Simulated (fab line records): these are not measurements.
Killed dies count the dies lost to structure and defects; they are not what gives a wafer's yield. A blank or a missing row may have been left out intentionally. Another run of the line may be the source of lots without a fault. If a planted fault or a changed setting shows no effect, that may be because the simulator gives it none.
Which tool is to blame? | flow sky130 | 24 lots with 72 wafers sampled at 3 steps, on a route of 708 steps

## WHAT THE GAUGES SHOWED, per wafer
SKY_VIA2_BOW_MEAS_03. Usual: for VIA2_BOW the level is 87 um and the standard deviation is 7.6.
lot  | measured     | on            | VIA2_BOW (um) | flag
L074 | day 35 10:03 | film-metro-03 | 80 88 80      |
L075 | day 35 14:08 | film-metro-01 | 88 86 96      |
L076 | day 35 23:08 | film-metro-01 | 101 78 88     |
L077 | day 36 04:09 | film-metro-03 | 88 98 87      |
L078 | day 36 16:26 | film-metro-01 | 77 95 84      |
L080 | day 37 06:39 | film-metro-01 | 83 88 86      |
L079 | day 37 10:46 | film-metro-02 | 93 89 77      |
L081 | day 37 19:31 | film-metro-02 | 79 85 88      |
L082 | day 38 06:05 | film-metro-01 | 101 95 92     |
L083 | day 38 14:40 | film-metro-02 | 81 87 90      |
L085 | day 38 18:46 | film-metro-03 | 97 106 95     |
L084 | day 38 19:05 | film-metro-03 | 89 73 80      |
L086 | day 39 10:23 | film-metro-01 | 78 84 77      |
L087 | day 39 18:32 | film-metro-02 | 80 90 97      |
L088 | day 39 20:15 | film-metro-03 | 90 87 80      |
L089 | day 40 03:31 | film-metro-01 | 80 82 74      |
L090 | day 40 13:26 | film-metro-01 | 81 87 78      |
L091 | day 40 13:59 | film-metro-02 | 101 76 87     |
L092 | day 40 21:13 | film-metro-03 | 96 93 94      |
L093 | day 41 07:24 | film-metro-03 | 69 83 79      |
L094 | day 41 18:53 | film-metro-02 | 71 81 101     |
L095 | day 41 22:06 | film-metro-02 | 90 82 75      |
L097 | day 42 00:19 | film-metro-03 | 75 80 81      |
L096 | day 42 03:09 | film-metro-02 | 88 78 96      |

## TOOL THAT RAN EACH LOT (tool first, then ch and the chambers of the sampled wafers, then the start)
lot  | SKY_CONTACT_CVD_24            | SKY_METAL1_SPUTTER_04
L074 | cvd-w-02 ch 0,1, day 31 20:14 | pvd-sputter-04, day 31 20:55
L075 | cvd-w-01 ch 1, day 32 01:11   | pvd-sputter-04, day 32 01:53
L076 | cvd-w-01 ch 0,1, day 32 09:01 | pvd-sputter-02, day 32 09:40
L077 | cvd-w-01 ch 0,1, day 32 15:00 | pvd-sputter-01, day 32 15:41
L078 | cvd-w-02 ch 0,1, day 33 03:55 | pvd-sputter-02, day 33 04:35
L080 | cvd-w-01 ch 0, day 33 17:36   | pvd-sputter-01, day 33 18:17
L079 | cvd-w-01 ch 0,1, day 33 21:43 | pvd-sputter-04, day 33 22:24
L081 | cvd-w-02 ch 0,1, day 34 07:55 | pvd-sputter-02, day 34 08:42
L082 | cvd-w-02 ch 0,1, day 34 18:44 | pvd-sputter-02, day 34 19:25
L083 | cvd-w-01 ch 0,1, day 35 03:59 | pvd-sputter-04, day 35 04:40
L085 | cvd-w-01 ch 0,1, day 35 07:59 | pvd-sputter-01, day 35 08:38
L084 | cvd-w-02 ch 0,1, day 35 08:03 | pvd-sputter-02, day 35 08:44
L086 | cvd-w-01 ch 0, day 35 23:55   | pvd-sputter-04, day 36 00:35
L087 | cvd-w-01 ch 0,1, day 36 08:19 | pvd-sputter-01, day 36 08:58
L088 | cvd-w-02 ch 0,1, day 36 09:18 | pvd-sputter-01, day 36 09:59
L089 | cvd-w-01 ch 0,1, day 36 18:14 | pvd-sputter-01, day 36 18:55
L090 | cvd-w-02 ch 0,1, day 37 04:49 | pvd-sputter-02, day 37 05:31
L091 | cvd-w-01 ch 0,1, day 37 05:46 | pvd-sputter-01, day 37 06:28
L092 | cvd-w-01 ch 0,1, day 37 11:34 | pvd-sputter-02, day 37 12:13
L093 | cvd-w-01 ch 0,1, day 37 23:10 | pvd-sputter-04, day 37 23:49
L094 | cvd-w-02 ch 0,1, day 38 11:23 | pvd-sputter-04, day 38 12:02
L095 | cvd-w-01 ch 0,1, day 38 14:11 | pvd-sputter-01, day 38 14:50
L097 | cvd-w-01 ch 0, day 38 17:35   | pvd-sputter-04, day 38 18:21
L096 | cvd-w-01 ch 0,1, day 38 21:06 | pvd-sputter-02, day 38 21:47
- SKY_CONTACT_CVD_24: deposits W, target thk 340 nm, time 102.12 s.
- SKY_METAL1_SPUTTER_04: material TiN, target thk 70 nm, time 58.3 s.

## AS READ BY THE TOOLS THEMSELVES (means over the sampled wafers that have a number; for cases with no such wafer, the mark the record gives instead)
SKY_CONTACT_CVD_24. Usual: heater-power-w at 764 W, with a standard deviation of 45.
lot  | tool     | heater-power-w (W) | flag
L074 | cvd-w-02 | 780                |
L075 | cvd-w-01 | 694                |
L076 | cvd-w-01 | 761                |
L077 | cvd-w-01 | 733                |
L078 | cvd-w-02 | 802                |
L080 | cvd-w-01 | 796                |
L079 | cvd-w-01 | 754                |
L081 | cvd-w-02 | 799                |
L082 | cvd-w-02 | 795                |
L083 | cvd-w-01 | 725                |
L085 | cvd-w-01 | 734                |
L084 | cvd-w-02 | 801                |
L086 | cvd-w-01 | 777                |
L087 | cvd-w-01 | 737                |
L088 | cvd-w-02 | 783                |
L089 | cvd-w-01 | 735                |
L090 | cvd-w-02 | 809                |
L091 | cvd-w-01 | 739                |
L092 | cvd-w-01 | 728                |
L093 | cvd-w-01 | 764                |
L094 | cvd-w-02 | 796                |
L095 | cvd-w-01 | 728                |
L097 | cvd-w-01 | 786                |
L096 | cvd-w-01 | 737                |

SKY_METAL1_SPUTTER_04. Usual: cathode-dc-power-W 6499.9 W, standard deviation 1.2; throttle-valve-pct 30.0 %, standard deviation 1.1.
lot  | tool           | cathode-dc-power-W (W) | throttle-valve-pct (%) | flag
L074 | pvd-sputter-04 | 6499.0                 | 30.3                   |
L075 | pvd-sputter-04 | 6500.5                 | 30.1                   |
L076 | pvd-sputter-02 | 6499.6                 | 30.0                   |
L077 | pvd-sputter-01 | 6499.1                 | 29.7                   |
L078 | pvd-sputter-02 | 6499.9                 | 30.1                   |
L080 | pvd-sputter-01 | 6499.5                 | 30.0                   |
L079 | pvd-sputter-04 | 6500.9                 | 31.4                   |
L081 | pvd-sputter-02 | 6498.5                 | 30.1                   |
L082 | pvd-sputter-02 | 6499.4                 | 29.9                   |
L083 | pvd-sputter-04 | 6500.7                 | 29.7                   |
L085 | pvd-sputter-01 | 6500.1                 | 29.7                   |
L084 | pvd-sputter-02 | 6499.9                 | 30.3                   |
L086 | pvd-sputter-04 | 6499.1                 | 31.3                   |
L087 | pvd-sputter-01 | 6499.7                 | 29.6                   |
L088 | pvd-sputter-01 | 6499.7                 | 29.2                   |
L089 | pvd-sputter-01 | 6499.9                 | 29.2                   |
L090 | pvd-sputter-02 | 6500.1                 | 30.0                   |
L091 | pvd-sputter-01 | 6499.8                 | 29.5                   |
L092 | pvd-sputter-02 | 6499.5                 | 29.7                   |
L093 | pvd-sputter-04 | 6499.3                 | 30.1                   |
L094 | pvd-sputter-04 | 6499.5                 | 30.3                   |
L095 | pvd-sputter-01 | 6500.1                 | 29.1                   |
L097 | pvd-sputter-04 | 6500.0                 | 30.2                   |
L096 | pvd-sputter-02 | 6500.2                 | 29.6                   |

## THE ANSWER, worked out from the rows above alone
Rule: lot off if the mean of its wafers having a number is beyond 3 standard deviations from the usual mean. A lot without any number at a reading at which 4 lots or more have one is off too. Any other lot the step has rows for is counted as sound. The gauges are gone through in route order, then the tools' own readings, and for those a lot's mean is taken as printed above. At the first step where some lot is off, the reading lying furthest off is the one used; lots without a number count as furthest.
None of the lots is off at any reading shown; this tells nothing.

## WHAT THE SIMULATOR HAD INSERTED
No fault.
